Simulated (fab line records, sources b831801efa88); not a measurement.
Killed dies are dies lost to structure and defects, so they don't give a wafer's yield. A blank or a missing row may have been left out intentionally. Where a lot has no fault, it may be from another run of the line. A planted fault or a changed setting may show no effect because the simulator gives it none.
Chamber matching	flow gf180mcu	GF_V2_CVD_02 on pecvd-01 has 3 sister chambers
The step deposits SiO2 from TEOS, target thk 850 nm, time 94.851 s. 18 wafers are shown with their chamber, then 9 later ones without.

WAFERS, EACH WITH ITS CHAMBER
wafer	chamber	heater-power-w (W)
L074.2	0	646
L074.3	2	680
L074.5	2	549
L078.1	1	793
L078.3	0	725
L078.4	1	835
L082.2	0	630
L082.5	2	544
L082.6	0	692
L085.1	1	814
L085.2	2	691
L085.3	0	710
L086.1	0	690
L086.4	2	544
L086.5	0	719
L087.3	1	857
L087.5	2	548
L087.6	1	697

SIGNATURES, as means of the wafers listed above
reading	chamber 0	chamber 1	chamber 2	scatter within a chamber
heater-power-w	687.43	799.20	592.67	57.3
Rule: distance of a wafer from a chamber = root of the sum over the readings of ((wafer's reading minus chamber's mean) / reading's scatter) squared. If the next closest chamber is less than 2 further off than the closest, the wafer can't be placed; otherwise it belongs to the closest. How the scatter is found: for the shown wafers, subtract from each reading the mean of its chamber, square and add these, divide the total by (wafers less chambers), then take the root.

WAFERS MISSING THEIR CHAMBER
wafer	heater-power-w (W)
L088.1	676
L088.4	705
L088.6	575
L090.1	578
L090.2	633
L090.5	850
L097.1	634
L097.4	728
L097.6	784

CHAMBER TAKEN BY EACH
wafer	from the rows above	in truth
L088.1	can't be placed: 0 or 2 or 1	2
L088.4	can't be placed: 0 or 1 or 2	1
L088.6	can't be placed: 2 or 0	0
L090.1	can't be placed: 2 or 0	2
L090.2	can't be placed: 2 or 0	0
L090.5	can't be placed: 1 or 0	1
L097.1	can't be placed: 2 or 0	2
L097.4	can't be placed: 0 or 1 or 2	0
L097.6	can't be placed: 1 or 0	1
Correct placement for 0 of the 9. Unplaceable from these rows: 9, with the true chamber sitting among the candidates in 9. Placed wrongly: 0.
